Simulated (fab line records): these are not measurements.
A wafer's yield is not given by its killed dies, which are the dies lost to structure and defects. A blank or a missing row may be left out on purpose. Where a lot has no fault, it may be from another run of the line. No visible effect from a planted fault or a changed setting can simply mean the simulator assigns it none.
fab line records ; flow sfq_line
record lots=5; wafers=15; last_day=78
route steps=325 shown M1@62 I1@73 M2@88
lots that met no fault: from a run of the same line without faults
start_h: hours from the record's opening day to when the first of the lot's shown wafers began ; wait_h: time in hours since the lot's previous step ; " repeats the value in the row above ; L1.1+2: one row covering several wafers at once ; - no value, or no start was given ; * or withheld: withheld ; < > ~ a bound
route shown NAME@n: a module of which the file shows steps, and the number in the route of the first ; usual: the fault-free wafers' mean and standard deviation ; same: alike in all rows ; chamber/n: place in a boat ; sites: the reading at each site ; _std_site: their standard deviation ; _edge_site: mean of outer sites minus mean of inner sites ; radius_mm: how far each site lies from the wafer's centre ; mask NAME#n: copy n ; behind: the most recent tool/chamber to have shaped the wafer ; hold: why the lot was held/for how many hours/how that ended ; device: whichever transistor did not switch (one of n, p or np) ; end of line: the same wafers' tests at the end of the route ; for a step that has no rows: nothing shown but its recipe ; killed: dies that structure and defects cost at the first sort, which is not the same as the wafer's yield ; map: shows each die of a wafer: x if killed, . if not, _ if none is there
set.NAME: setting as actually run; set.NAME@STEP: the setting as run at that earlier step ; model.NAME: the simulator's own value behind a step, which no gauge read
lots at some steps of the route; a table a step, a row a wafer
services: the hour from which a tool's chamber was out of use, counted from the record's first day as start_h (under 0 if before that day), plus the number of hours and why
## steps
# step SFQ_TRILAYER_M1_LITHO_COAT_044
# recipe resist=BARC; spin_rpm=3000; resist_thk_nm=62
# step SFQ_TRILAYER_M1_LITHO_COAT_039
# recipe resist=KrF; spin_rpm=3000; resist_thk_nm=600
# step SFQ_TRILAYER_M1_LITHO_SOFTBAKE_043
# recipe temp_c=withheld; time_s=withheld; resist=KrF
# step SFQ_TRILAYER_M1_LITHO_EXPOSE_040
# recipe mask_id=M1; na=0.6; source_shape=conventional; sigma_outer=0.65; target_cd_nm=500; dose_mj=14.4
# step SFQ_TRILAYER_M1_LITHO_PEB_042
# recipe peb_temp_c=115; peb_time_s=60; resist=KrF
# step SFQ_TRILAYER_M1_LITHO_DEVELOP_041
# recipe time_s=60; resist=KrF
# step SFQ_M1_OVL_MEAS_911
# usual M1_OVL=0/5.6
lot.wafer;tool;chamber;start_h;wait_h;M1_OVL[nm]
L186.4;overlay-01;-;308.30;0.1;4
L186.5;overlay-01;-;308.30;0.1;-9
L186.6;overlay-01;-;308.30;0.1;-4
L188.2;overlay-01;-;344.19;0.1;4
L188.4;overlay-01;-;344.19;0.1;-1
L188.5;overlay-01;-;344.19;0.1;-5
L193.1;overlay-02;-;379.73;0.1;-1
L193.2;overlay-02;-;379.73;0.1;-5
L193.5;overlay-02;-;379.73;0.1;3
L201.3;overlay-01;-;437.34;0.1;4
L201.5;overlay-01;-;437.34;0.1;2
L201.6;overlay-01;-;437.34;0.1;6
L203.2;overlay-01;-;455.34;0.1;-6
L203.5;overlay-01;-;455.34;0.1;-3
L203.6;overlay-01;-;455.34;0.1;-11
# step SFQ_TRILAYER_M1_BARC_OPEN_METAL_ETCH_054
# recipe mask_material=PR; chemistry=O2; target_depth_nm=125; target=BARC; icp_w=600; bias_w=80; pressure_mtorr=10; time_s=41.7
# step SFQ_TRILAYER_M1_ETCH_METAL_ETCH_042
# recipe target=Nb; stop_on=SiO2; mask_material=PR; chemistry=Cl2/Ar; target_depth_nm=240; icp_w=600; bias_w=80; pressure_mtorr=10; time_s=120
# step SFQ_TRILAYER_M1_STRIP_STRIP_043
# recipe gas=O2; power_w=200; platen_temp_c=40; overash_fraction=0.65; chemistry=O2; pressure_mtorr=50
# usual chamber_pressure_mTorr=50.00/0.045; drypump_motor_current_A=6.17/0.28; oes_product_au=0.994/0.0086
lot.wafer;tool;chamber;start_h;wait_h;chamber_pressure_mTorr;drypump_motor_current_A;oes_product_au;rf_hours_counter_h
L186.4;rie_metal-01;0;309.14;0.7;50.01;6.18;1.002;-
L186.5;rie_metal-01;0;309.14;0.7;49.98;6.20;0.991;-
L186.6;rie_metal-01;0;309.14;0.7;49.94;6.20;0.994;-
L188.2;rie_metal-03;0;344.40;0.1;50.05;5.93;0.988;51
L188.4;rie_metal-03;0;344.40;0.1;50.02;5.91;0.982;-
L188.5;rie_metal-03;0;344.40;0.1;49.96;5.92;0.985;-
L193.1;rie_metal-04;0;379.95;0.1;49.98;5.85;0.986;51
L193.2;rie_metal-04;1;379.95;0.1;50.02;6.06;0.997;85
L193.5;rie_metal-04;0;379.95;0.1;49.95;5.84;0.995;-
L201.3;rie_metal-04;1;437.75;0.2;49.94;6.08;0.986;-
L201.5;rie_metal-04;1;437.75;0.2;50.00;6.07;1.001;-
L201.6;rie_metal-04;0;437.75;0.2;50.06;5.85;0.982;-
L203.2;rie_metal-01;0;455.55;0.1;50.04;6.19;0.991;76
L203.5;rie_metal-01;0;455.55;0.1;49.98;6.19;0.990;-
L203.6;rie_metal-01;1;455.55;0.1;50.06;6.37;0.987;-
# step SFQ_TRILAYER_M1_STRIP_SOLV_CLEAN_044
# recipe chemistry=NMP; temp_c=70; time_s=600
# step SFQ_TRILAYER_I1_DEP_PECVD_045
# recipe material=SiO2; temp_c=150; time_s=111.11; pressure_torr=2.4; rf_w=183.3; precursor=SiH4/N2O; target_thk_nm=500
# usual heater_power_w=83/11; throttle_valve_pct=25.5/1.7
lot.wafer;tool;chamber;start_h;wait_h;heater_power_w;throttle_valve_pct
L186.4;pecvd-01;2;309.96;0.0;80;24.9
L186.5;pecvd-01;1;309.96;0.0;84;23.7
L186.6;pecvd-01;0;309.96;0.0;64;25.6
L188.2;pecvd-03;1;345.18;0.0;89;27.1
L188.4;pecvd-03;0;345.18;0.0;85;23.6
L188.5;pecvd-03;1;345.18;0.0;94;27.1
L193.1;pecvd-04;0;380.73;0.0;76;26.2
L193.2;pecvd-04;2;380.73;0.0;101;25.3
L193.5;pecvd-04;0;380.73;0.0;83;26.5
L201.3;pecvd-04;2;438.33;0.0;102;25.5
L201.5;pecvd-04;2;438.33;0.0;85;25.7
L201.6;pecvd-04;0;438.33;0.0;86;26.8
L203.2;pecvd-04;0;456.33;0.0;86;26.8
L203.5;pecvd-04;2;456.33;0.0;95;25.3
L203.6;pecvd-04;0;456.33;0.0;89;26.9
# step SFQ_TRILAYER_I1_CMP_CMP_046
# recipe material=SiO2; down_force_psi=3; platen_rpm=60; pad_velocity_m_s=0.94248
# usual motor_current_A=10.5/1; time_to_endpoint_s=212/9
lot.wafer;tool;chamber;start_h;wait_h;motor_current_A;time_to_endpoint_s;model.SiO2_of_TRILAYER_I1_DEP_PECVD_045.thk_nm
L186.4;cmp-02;3;314.47;4.5;11.0;203;197.1
L186.6;cmp-02;2;315.97;6.0;9.4;215;199.4
L186.5;cmp-02;3;315.97;6.0;11.0;205;198.5
L188.2;cmp-02;1;349.50;4.3;9.8;219;199.2
L188.4;cmp-02;3;350.50;5.2;10.8;207;198.6
L188.5;cmp-02;0;350.50;5.2;10.1;222;199.9
L193.2;cmp-02;3;381.80;1.0;10.8;196;197.7
L193.1;cmp-02;0;381.80;1.0;10.0;225;186.9
L193.5;cmp-02;1;381.80;1.0;9.8;209;199
L201.3;cmp-01;0;439.40;1.0;10.5;209;200.8
L201.6;cmp-01;2;440.40;2.0;11.2;216;200.6
L201.5;cmp-01;3;440.40;2.0;11.0;216;201.4
L203.2;cmp-02;1;457.90;1.5;9.3;202;199.7
L203.6;cmp-02;2;457.90;1.5;9.3;220;201.6
L203.5;cmp-02;3;457.90;1.5;11.7;200;198.3
# step SFQ_I1_BOW_MEAS_912
# recipe mode=bow
# usual I1_BOW=1/7.9
lot.wafer;tool;chamber;start_h;wait_h;I1_BOW[um]
L186.4;film_metro-04;-;317.03;2.1;13
L186.5;film_metro-04;-;317.03;2.1;15
L186.6;film_metro-04;-;317.03;2.1;6
L188.2;film_metro-01;-;352.02;2.0;-1
L188.4;film_metro-01;-;352.02;2.0;11
L188.5;film_metro-01;-;352.02;2.0;9
L193.1;film_metro-04;-;383.80;1.0;1
L193.2;film_metro-04;-;383.80;1.0;5
L193.5;film_metro-04;-;383.80;1.0;-8
L201.3;film_metro-04;-;441.44;1.5;-10
L201.5;film_metro-04;-;441.44;1.5;-10
L201.6;film_metro-04;-;441.44;1.5;-8
L203.2;film_metro-04;-;459.42;1.0;10
L203.5;film_metro-04;-;459.42;1.0;0
L203.6;film_metro-04;-;459.42;1.0;7
# step SFQ_TRILAYER_I1_METRO_MEASURE_047
# usual thk_nm=199.7/1.3
lot.wafer;tool;chamber;start_h;wait_h;thk_nm
L186.4;film_metro-04;-;317.69;0.6;197.0
L186.5;film_metro-04;-;317.69;0.6;198.5
L186.6;film_metro-04;-;317.69;0.6;199.4
L188.2;film_metro-01;-;352.32;0.3;199.1
L188.4;film_metro-01;-;352.32;0.3;198.5
L188.5;film_metro-01;-;352.32;0.3;199.7
L193.1;film_metro-04;-;383.92;0.1;186.9
L193.2;film_metro-04;-;383.92;0.1;197.7
L193.5;film_metro-04;-;383.92;0.1;198.9
L201.3;film_metro-04;-;441.92;0.5;200.8
L201.5;film_metro-04;-;441.92;0.5;201.5
L201.6;film_metro-04;-;441.92;0.5;200.7
L203.2;film_metro-04;-;459.72;0.3;199.6
L203.5;film_metro-04;-;459.72;0.3;198.3
L203.6;film_metro-04;-;459.72;0.3;201.4
# step SFQ_TRILAYER_I1_VIA_LITHO_COAT_054
# recipe resist=BARC; spin_rpm=3000; resist_thk_nm=62
# step SFQ_TRILAYER_I1_VIA_LITHO_COAT_049
# recipe resist=KrF; spin_rpm=3000; resist_thk_nm=650
# step SFQ_TRILAYER_I1_VIA_LITHO_SOFTBAKE_053
# recipe temp_c=withheld; time_s=withheld; resist=KrF
# step SFQ_TRILAYER_I1_VIA_LITHO_EXPOSE_050
# recipe mask_id=I1; na=0.6; source_shape=conventional; sigma_outer=0.65; target_cd_nm=500; dose_mj=21.3
# step SFQ_TRILAYER_I1_VIA_LITHO_PEB_052
# recipe peb_temp_c=115; peb_time_s=60; resist=KrF
# step SFQ_TRILAYER_I1_VIA_LITHO_DEVELOP_051
# recipe time_s=60; resist=KrF
# step SFQ_I1_OVL_MEAS_913
# usual I1_OVL=2/5.4
lot.wafer;tool;chamber;start_h;wait_h;I1_OVL[nm]
L186.4;overlay-01;-;404.92;0.1;1
L186.5;overlay-01;-;404.92;0.1;1
L186.6;overlay-01;-;404.92;0.1;-3
L188.2;overlay-02;-;438.06;0.1;1
L188.4;overlay-02;-;438.06;0.1;4
L188.5;overlay-02;-;438.06;0.1;1
L193.1;overlay-01;-;475.25;0.1;-11
L193.2;overlay-01;-;475.25;0.1;1
L193.5;overlay-01;-;475.25;0.1;-9
L201.3;overlay-01;-;535.53;0.1;2
L201.5;overlay-01;-;535.53;0.1;1
L201.6;overlay-01;-;535.53;0.1;1
L203.2;overlay-01;-;558.12;0.1;5
L203.5;overlay-01;-;558.12;0.1;0
L203.6;overlay-01;-;558.12;0.1;-1
# step SFQ_TRILAYER_I1_VIA_BARC_OPEN_VIA_ETCH_071
# recipe mask_material=PR; chemistry=O2; target_depth_nm=125; target=BARC; source_w=500; bias_w=80; pressure_mtorr=30; time_s=41.7
# usual chamber_pressure_mTorr=29.998/0.026; drypump_motor_current_A=6.0/0.53; oes_product_au=0.685/0.0048
lot.wafer;tool;chamber;start_h;wait_h;chamber_pressure_mTorr;drypump_motor_current_A;oes_product_au;rf_hours_counter_h
L186.4;rie_diel-03;3;404.94;0.0;30.011;4.9;0.688;89
L186.5;rie_diel-03;3;404.94;0.0;29.985;4.9;0.686;-
L186.6;rie_diel-03;2;404.94;0.0;30.006;6.3;0.684;-
L188.2;rie_diel-04;2;438.09;0.0;29.981;6.7;0.682;12
L188.4;rie_diel-04;3;438.09;0.0;30.000;5.7;0.684;3
L188.5;rie_diel-04;2;438.09;0.0;29.951;6.7;0.680;-
L193.1;rie_diel-03;1;475.29;0.0;29.990;6.4;0.685;46
L193.2;rie_diel-03;3;475.29;0.0;29.993;4.9;0.685;90
L193.5;rie_diel-03;0;475.29;0.0;30.011;6.3;0.689;-
L201.3;rie_diel-02;3;535.55;0.0;30.016;6.8;0.678;37
L201.5;rie_diel-02;3;535.55;0.0;30.032;6.8;0.692;-
L201.6;rie_diel-02;2;535.55;0.0;30.000;5.8;0.680;-
L203.2;rie_diel-03;1;558.15;0.0;30.001;6.3;0.692;47
L203.5;rie_diel-03;0;558.15;0.0;30.009;6.3;0.692;-
L203.6;rie_diel-03;1;558.15;0.0;30.030;6.4;0.687;-
# step SFQ_TRILAYER_I1_VIA_ETCH_VIA_ETCH_052
# recipe target=SiO2; stop_on=Nb; mask_material=PR; taper_deg=20; chemistry=CHF3; target_depth_nm=260; source_w=500; bias_w=80; pressure_mtorr=30; time_s=withheld
# usual chamber_pressure_mTorr=29.999/0.024; drypump_motor_current_A=6.0/0.52; oes_product_au=0.854/0.0057
lot.wafer;tool;chamber;start_h;wait_h;chamber_pressure_mTorr;drypump_motor_current_A;oes_product_au;model.etch.depth_nm;model.I1.feature_depth_nm
L186.4;rie_diel-03;3;404.98;0.0;30.021;4.9;0.850;197.1;197.1
L186.5;rie_diel-03;3;404.98;0.0;30.026;4.9;0.849;198.5;198.5
L186.6;rie_diel-03;2;404.98;0.0;30.001;6.2;0.857;199.4;199.4
L188.2;rie_diel-04;2;438.13;0.0;29.979;6.7;0.852;199.2;199.2
L188.4;rie_diel-04;3;438.13;0.0;29.980;5.8;0.843;198.6;198.6
L188.5;rie_diel-04;2;438.13;0.0;29.948;6.7;0.852;199.9;199.9
L193.1;rie_diel-03;1;475.33;0.0;30.031;6.4;0.813;186.9;186.9
L193.2;rie_diel-03;3;475.33;0.0;29.981;4.9;0.841;197.7;197.7
L193.5;rie_diel-03;0;475.33;0.0;29.974;6.3;0.857;199;199
L201.3;rie_diel-02;3;535.59;0.0;29.981;6.8;0.859;200.8;200.8
L201.5;rie_diel-02;3;535.59;0.0;30.015;6.8;0.857;201.4;201.4
L201.6;rie_diel-02;2;535.59;0.0;30.044;5.8;0.853;200.6;200.6
L203.2;rie_diel-03;1;558.19;0.0;29.991;6.3;0.856;199.7;199.7
L203.5;rie_diel-03;0;558.19;0.0;30.002;6.3;0.851;198.3;198.3
L203.6;rie_diel-03;1;558.19;0.0;29.986;6.3;0.863;201.6;201.6
# step SFQ_TRILAYER_I1_VIA_STRIP_STRIP_053
# recipe gas=O2; power_w=200; platen_temp_c=40; overash_fraction=0.65; chemistry=O2; pressure_mtorr=50
# usual chamber_pressure_mTorr=50.00/0.045; drypump_motor_current_A=5.9/0.36; oes_product_au=0.995/0.007
lot.wafer;tool;chamber;start_h;wait_h;chamber_pressure_mTorr;drypump_motor_current_A;oes_product_au;rf_hours_counter_h
L186.4;rie_metal-03;0;405.29;-;50.01;5.9;1.003;-
L186.5;rie_metal-03;0;405.29;-;49.98;5.9;1.000;-
L186.6;rie_metal-03;1;405.29;-;50.02;6.6;1.003;-
L188.2;rie_metal-02;0;438.24;-;50.00;5.5;0.991;158
L188.4;rie_metal-02;1;438.24;-;49.95;5.8;1.000;-
L188.5;rie_metal-02;0;438.24;-;49.97;5.6;0.986;-
L193.1;rie_metal-02;1;475.44;-;50.03;5.8;1.009;72
L193.2;rie_metal-02;0;475.44;-;49.99;5.5;1.001;164
L193.5;rie_metal-02;1;475.44;-;49.99;5.8;1.003;-
L201.3;rie_metal-02;1;535.90;-;49.99;5.7;0.985;-
L201.5;rie_metal-02;0;535.90;-;49.88;5.6;0.995;-
L201.6;rie_metal-02;1;535.90;-;50.04;5.8;0.989;-
L203.2;rie_metal-03;1;558.30;-;50.03;6.6;1.000;47
L203.5;rie_metal-03;0;558.30;-;50.05;5.9;0.995;-
L203.6;rie_metal-03;1;558.30;-;50.07;6.6;0.989;-
# step SFQ_TRILAYER_I1_VIA_STRIP_SOLV_CLEAN_054
# recipe chemistry=NMP; temp_c=70; time_s=600
# step SFQ_TRILAYER_M2_DEP_PRE_CLEAN_056
# recipe gas=Ar; time_s=22.5; bias_v=250
lot.wafer;tool;chamber;start_h;wait_h;model.SiO2_of_TRILAYER_I1_DEP_PECVD_045.thk_nm
L186.4;pvd_sputter-03;-;405.86;0.0;189.6
L186.5;pvd_sputter-03;-;405.86;0.0;191
L186.6;pvd_sputter-03;-;405.86;0.0;191.9
L188.2;pvd_sputter-05;-;439.01;0.0;191.7
L188.4;pvd_sputter-05;-;439.01;0.0;191.1
L188.5;pvd_sputter-05;-;439.01;0.0;192.4
L193.1;pvd_sputter-03;-;476.21;0.0;179.4
L193.2;pvd_sputter-03;-;476.21;0.0;190.2
L193.5;pvd_sputter-03;-;476.21;0.0;191.5
L201.3;pvd_sputter-03;-;536.48;0.0;193.3
L201.5;pvd_sputter-03;-;536.48;0.0;193.9
L201.6;pvd_sputter-03;-;536.48;0.0;193.1
L203.2;pvd_sputter-03;-;559.08;0.0;192.2
L203.5;pvd_sputter-03;-;559.08;0.0;190.8
L203.6;pvd_sputter-03;-;559.08;0.0;194.1
# step SFQ_TRILAYER_M2_DEP_SPUTTER_055
# recipe material=Nb; base_pressure_pa=1.33e-06; chamber_pressure_pa=0.1333; substrate_temp_c=20; resputter_cathode_voltage_v=400; target_thk_nm=200; power_w=2000; time_s=133.3
# usual cathode_dc_power_W=2000.1/0.33; throttle_valve_pct=30.1/0.66
lot.wafer;tool;chamber;start_h;wait_h;cathode_dc_power_W;throttle_valve_pct
L186.4;pvd_sputter-03;-;405.89;0.0;2000.1;29.7
L186.5;pvd_sputter-03;-;405.89;0.0;2000.2;30.8
L186.6;pvd_sputter-03;-;405.89;0.0;1999.1;29.6
L188.2;pvd_sputter-05;-;439.04;0.0;2000.5;29.9
L188.4;pvd_sputter-05;-;439.04;0.0;2000.4;29.9
L188.5;pvd_sputter-05;-;439.04;0.0;2000.0;29.8
L193.1;pvd_sputter-03;-;476.24;0.0;2000.1;29.7
L193.2;pvd_sputter-03;-;476.24;0.0;1999.6;29.6
L193.5;pvd_sputter-03;-;476.24;0.0;2000.1;29.9
L201.3;pvd_sputter-03;-;536.51;0.0;2000.1;31.3
L201.5;pvd_sputter-03;-;536.51;0.0;2000.1;31.3
L201.6;pvd_sputter-03;-;536.51;0.0;2000.8;29.9
L203.2;pvd_sputter-03;-;559.11;0.0;1999.8;31.0
L203.5;pvd_sputter-03;-;559.11;0.0;1999.8;31.0
L203.6;pvd_sputter-03;-;559.11;0.0;1999.7;29.7
## services
tool;chamber;start_h;hours;kind
pecvd-04;-;308.00;14.6;pm
rie_metal-04;-;311.05;6.7;repair
film_metro-04;-;313.86;0.6;pm
film_metro-04;-;320.77;2.0;pm
rie_metal-03;-;355.80;14.6;pm
cmp-02;-;356.11;1.6;repair
pvd_sputter-05;-;358.69;9.1;repair
rie_metal-02;-;384.48;4.3;pm
cmp-02;-;407.80;4.0;pm
rie_metal-02;-;415.13;0.5;repair
film_metro-04;-;429.68;0.6;pm
pecvd-04;-;430.32;0.8;repair
film_metro-04;-;440.26;0.6;pm
rie_diel-03;0;447.18;4.3;repair
rie_diel-03;1;451.00;3.9;repair
pecvd-04;2;456.84;4.6;repair
rie_diel-03;-;499.54;4.3;pm
pecvd-04;-;500.39;2.8;pm
film_metro-04;-;507.41;1.1;pm
cmp-02;-;507.59;0.9;repair
rie_diel-03;0;518.97;8.1;repair
rie_metal-02;-;538.05;15.6;pm
pecvd-04;-;541.22;0.7;repair
film_metro-04;-;558.34;0.5;pm
## key
first_sign step=SFQ_TRILAYER_I1_METRO_MEASURE_047; reading=thk_nm; direction=down; sigmas=10; usual=199.7; struck=186.9
effect step=SFQ_TRILAYER_I1_VIA_ETCH_VIA_ETCH_052; reading=oes_product_au; direction=down; sigmas=7.2; usual=0.854; struck=0.813
model_effect step=SFQ_TRILAYER_I1_CMP_CMP_046; value=SiO2_of_TRILAYER_I1_DEP_PECVD_045.thk_nm; without=201.9; struck=186.9
model_effect step=SFQ_TRILAYER_I1_VIA_ETCH_VIA_ETCH_052; value=etch.depth_nm; without=201.9; struck=186.9
model_effect step=SFQ_TRILAYER_M2_DEP_PRE_CLEAN_056; value=SiO2_of_TRILAYER_I1_DEP_PECVD_045.thk_nm; without=194.4; struck=179.4
met_at SFQ_TRILAYER_I1_CMP_CMP_046
struck_wafers L193.1
onset_between 349.50 381.80
fault kind=process_parameter_drift; tool=cmp-02; chamber=-; onset_h=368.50; steps=SFQ_TRILAYER_I1_CMP_CMP_046; channel=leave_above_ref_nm; offset=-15; shape=step; end_h=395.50; scope=struck_wafers_only; acts_in=these_recipes_only; stated=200
